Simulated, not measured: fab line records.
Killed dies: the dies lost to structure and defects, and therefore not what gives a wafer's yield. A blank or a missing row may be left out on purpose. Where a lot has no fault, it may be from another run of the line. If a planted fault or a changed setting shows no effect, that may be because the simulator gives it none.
One fault through the eyes of 2 desks	flow gf180mcu	only its own numbers are on each desk; what lay behind them is given at the end

THE TOOL OWNER'S DESK: rie diel-02
The tool's own readings at GF_CONTACT_ETCH_17 (etches SiO2 in C4F8/O2/Ar, stops on CoSi2, target depth 860 nm): means of the sampled wafers that have a number, for each lot that ran on this tool. Any lot whose mean is over 4 standard deviations away from the usual mean is out of limits and marked OUT; that distance is given in the brackets.
Columns: A = bias w at GF_CONTACT_ETCH_17, usual 1200 W; B = oes product au at GF_CONTACT_ETCH_17, usual 0.814 a.u.
lot	first seen here	A	B
L312	day 19 03:00	1198	0.811
L313	day 20 01:00	1202	0.813
L320	day 21 17:00	1199	0.815
L328	day 24 11:00	1199	0.818
This desk's finding: nothing out of limits on any of the 4 lots.

THE METROLOGY DESK
What the gauges read, lot by lot, whatever tool the lot ran on: means of the sampled wafers that have a number. Any lot whose mean is over 4 standard deviations away from the usual mean is out of limits and marked OUT; that distance is given in the brackets.
Columns: A = V1_OVL at GF_V1_OVL_MEAS_15, usual -3 nm
lot	first seen here	A
L306	day 18 08:23	-10
L309	day 19 23:50	-4
L308	day 20 04:47	-2
L310	day 20 11:53	-2
L312	day 21 06:50	0
L313	day 22 06:04	-5
L314	day 22 06:08	-4
L320	day 23 17:56	-3
L322	day 24 13:47	5
L324	day 25 08:47	-7
L328	day 26 10:56	-11
L329	day 26 15:47	-2
This desk's finding: nothing out of limits on any of the 12 lots.

BROUGHT TOGETHER
Nothing out of limits was seen by the tool owner's desk.
The metrology desk saw nothing out of limits.

WHAT THE SIMULATOR PUT IN
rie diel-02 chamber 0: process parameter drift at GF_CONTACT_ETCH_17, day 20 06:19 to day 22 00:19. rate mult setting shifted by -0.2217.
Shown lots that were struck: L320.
